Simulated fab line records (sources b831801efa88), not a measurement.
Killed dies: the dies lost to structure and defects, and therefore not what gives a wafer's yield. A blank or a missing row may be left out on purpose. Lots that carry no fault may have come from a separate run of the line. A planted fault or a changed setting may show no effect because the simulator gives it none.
Which tool is to blame? | flow sky130 | 10 lots with 30 wafers sampled at 6 steps, on a route of 708 steps

== WHAT EACH GAUGE READ, for each wafer ==
SKY_VIA2_THK_MEAS_01. Usual: VIA2_HDPCVD_THK typically reads 1160 nm, with standard deviation 12.
lot  | measured     | on            | VIA2_HDPCVD_THK (nm) | flag
L795 | day 35 11:27 | film-metro-02 | 1162 1159 1162       |
L798 | day 36 09:07 | film-metro-01 | 1154 1178 1173       |
L804 | day 38 06:13 | film-metro-02 | 1170 1175 1182       |
L806 | day 38 23:29 | film-metro-01 | 1162 1157 1161       |
L807 | day 39 14:37 | film-metro-04 | 1169 1162 1156       |
L810 | day 40 02:39 | film-metro-04 | 1147 1145 1143       |
L811 | day 40 09:34 | film-metro-04 | 1162 1157 1137       |
L812 | day 40 17:12 | film-metro-01 | 1162 1151 1168       |
L813 | day 40 19:14 | film-metro-02 | 1157 1152 1157       |
L815 | day 41 14:02 | film-metro-02 | 1146 1143 1148       |

SKY_VIA2_OVL_MEAS_13. Usual: VIA2_OVL typically reads 0 nm, with standard deviation 6.1.
lot  | measured     | on         | VIA2_OVL (nm) | flag
L795 | day 36 13:47 | overlay-01 | -4 2 -5       |
L798 | day 37 11:22 | overlay-01 | 5 -1 3        |
L804 | day 39 07:38 | overlay-01 | 5 14 12       |
L806 | day 40 02:20 | overlay-02 | -3 -4 -3      |
L807 | day 40 18:35 | overlay-01 | 2 3 -6        |
L810 | day 41 04:43 | overlay-02 | -8 1 -13      |
L811 | day 41 10:10 | overlay-01 | -16 -6 -7     |
L812 | day 41 17:52 | overlay-02 | -10 -8 2      |
L813 | day 41 20:13 | overlay-01 | -1 4 -6       |
L815 | day 42 14:16 | overlay-01 | -12 1 -5      |

SKY_CAPM_RS_MEAS_03: a four-point-probe measurement. Usual: CAPM_TIN_RS typically reads 6.89 ohm/sq, with standard deviation 0.072.
lot  | measured     | on            | CAPM_TIN_RS (ohm/sq) | flag
L795 | day 36 15:34 | film-metro-04 | 6.85 6.94 6.91       |
L798 | day 37 13:07 | film-metro-03 | 6.89 6.90 6.88       |
L804 | day 39 15:47 | film-metro-02 | 6.95 6.99 6.97       |
L806 | day 40 04:54 | film-metro-03 | 6.83 6.78 6.81       |
L807 | day 40 20:31 | film-metro-02 | 6.92 6.93 6.92       |
L810 | day 41 06:31 | film-metro-02 | 6.84 6.89 6.85       |
L811 | day 41 12:00 | film-metro-02 | 7.93 7.91 7.98       | OFF
L812 | day 41 19:37 | film-metro-04 | 7.86 7.86 7.84       | OFF
L813 | day 41 22:04 | film-metro-03 | 7.89 7.87 7.92       | OFF
L815 | day 42 16:01 | film-metro-02 | 6.85 6.81 6.85       |

SKY_CAPM_THK_MEAS_04: measures by xrf. Usual: CAPM_TIN_THK typically reads 202.2 nm, with standard deviation 2.4.
lot  | measured     | on            | CAPM_TIN_THK (nm) | flag
L795 | day 36 15:40 | film-metro-04 | 203.6 201.0 201.4 |
L798 | day 37 13:14 | film-metro-03 | 200.4 200.4 200.8 |
L804 | day 39 15:53 | film-metro-02 | 199.2 199.2 199.8 |
L806 | day 40 05:01 | film-metro-03 | 203.6 204.7 204.2 |
L807 | day 40 20:38 | film-metro-02 | 200.7 201.2 201.2 |
L810 | day 41 06:38 | film-metro-02 | 202.7 201.7 202.3 |
L811 | day 41 12:05 | film-metro-02 | 175.7 175.6 174.4 | OFF
L812 | day 41 19:44 | film-metro-04 | 177.7 178.5 178.5 | OFF
L813 | day 41 22:10 | film-metro-03 | 176.8 177.9 176.6 | OFF
L815 | day 42 16:08 | film-metro-02 | 202.7 203.9 203.0 |

== EACH LOT AND THE TOOL THAT RAN IT (in order: tool; ch and the chambers of the sampled wafers; start) ==
lot  | SKY_VIA2_SPUTTER_20          | SKY_CAPM_SPUTTER_02
L795 | pvd-sputter-04, day 36 14:31 | pvd-sputter-03, day 36 15:26
L798 | pvd-sputter-01, day 37 12:06 | pvd-sputter-01, day 37 13:01
L804 | pvd-sputter-04, day 39 08:25 | pvd-sputter-02, day 39 15:39
L806 | pvd-sputter-01, day 40 03:26 | pvd-sputter-03, day 40 04:47
L807 | pvd-sputter-01, day 40 19:20 | pvd-sputter-01, day 40 20:25
L810 | pvd-sputter-03, day 41 05:29 | pvd-sputter-02, day 41 06:24
L811 | pvd-sputter-01, day 41 10:55 | pvd-sputter-03, day 41 11:50
L812 | pvd-sputter-01, day 41 18:36 | pvd-sputter-03, day 41 19:31
L813 | pvd-sputter-03, day 41 21:01 | pvd-sputter-03, day 41 21:56
L815 | pvd-sputter-04, day 42 15:01 | pvd-sputter-01, day 42 15:55
- SKY_VIA2_SPUTTER_20: material TiN, target thk 20 nm, time 80 s.
- SKY_CAPM_SPUTTER_02: material TiN, target thk 200 nm, time 166.7 s.

== WHAT THE TOOLS THEMSELVES READ (means of the sampled wafers that have a number; where no wafer has one, the mark that the record gives instead) ==
SKY_VIA2_SPUTTER_20. Usual: cathode-dc-power-W 3875.0 W, standard deviation 0.71; throttle-valve-pct 30.2 %, standard deviation 0.79.
lot  | tool           | cathode-dc-power-W (W) | throttle-valve-pct (%) | flag
L795 | pvd-sputter-04 | 3874.8                 | 29.1                   |
L798 | pvd-sputter-01 | 3874.8                 | 29.9                   |
L804 | pvd-sputter-04 | 3874.5                 | 30.0                   |
L806 | pvd-sputter-01 | 3875.2                 | 31.0                   |
L807 | pvd-sputter-01 | 3874.8                 | 29.5                   |
L810 | pvd-sputter-03 | 3874.9                 | 30.4                   |
L811 | pvd-sputter-01 | 3875.3                 | 30.0                   |
L812 | pvd-sputter-01 | 3875.0                 | 29.3                   |
L813 | pvd-sputter-03 | 3874.8                 | 30.4                   |
L815 | pvd-sputter-04 | 3875.0                 | 30.1                   |

SKY_CAPM_SPUTTER_02. Usual: cathode-dc-power-W 6500.0 W, standard deviation 1.1; throttle-valve-pct 29.9 %, standard deviation 0.62.
lot  | tool           | cathode-dc-power-W (W) | throttle-valve-pct (%) | flag
L795 | pvd-sputter-03 | 6499.4                 | 30.2                   |
L798 | pvd-sputter-01 | 6500.3                 | 30.0                   |
L804 | pvd-sputter-02 | 6499.7                 | 29.7                   |
L806 | pvd-sputter-03 | 6500.0                 | 30.3                   |
L807 | pvd-sputter-01 | 6500.2                 | 30.4                   |
L810 | pvd-sputter-02 | 6499.3                 | 29.8                   |
L811 | pvd-sputter-03 | 5640.5                 | 29.6                   | OFF
L812 | pvd-sputter-03 | 5642.4                 | 29.7                   | OFF
L813 | pvd-sputter-03 | 5640.7                 | 30.1                   | OFF
L815 | pvd-sputter-01 | 6499.2                 | 30.1                   |

== THE ANSWER, worked out from the rows above alone ==
Rule: a lot is off if the mean of its wafers that have a number lies more than 3 standard deviations from the usual mean. Also off: a lot with no number at a reading for which 4 or more lots have one. The other lots that the step has rows for count as sound. First the gauges in route order, then the tools' own readings, where a lot's mean is used as printed above. At the first step where some lot is off, the reading lying furthest off is the one used; lots without a number count as furthest.
Off: L811, L812, L813, seen at SKY_CAPM_RS_MEAS_03 (CAPM_TIN_RS).
If a tool, at a process step before that reading, ran all the lots that are off and no sound lot after the first of them, it fits. Not tried: the gauges at SKY_CAPM_RS_MEAS_03; whatever is off there is also off at SKY_CAPM_SPUTTER_02, on other tools, and gauge error can't account for it. One candidate fits, namely pvd-sputter-03 at SKY_CAPM_SPUTTER_02. A fault onset in the window from L806 (day 40 04:47, its last sound lot) to L811 (day 41 11:50, its first lot off) fits.
The tool's own readings at SKY_CAPM_SPUTTER_02 bear it out: on the lots that are off they differ by more than 5 times the standard deviation of the sound lots' means. cathode-dc-power-W reads 5641.2 W there against 6499.7 W on the sound lots.

== WHAT HAD BEEN PUT IN BY THE SIMULATOR ==
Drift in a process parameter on pvd-sputter-03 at SKY_CAPM_SPUTTER_02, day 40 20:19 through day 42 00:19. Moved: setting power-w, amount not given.
Shown lots that were struck: L811, L812, L813. This agrees with what the rule above found.
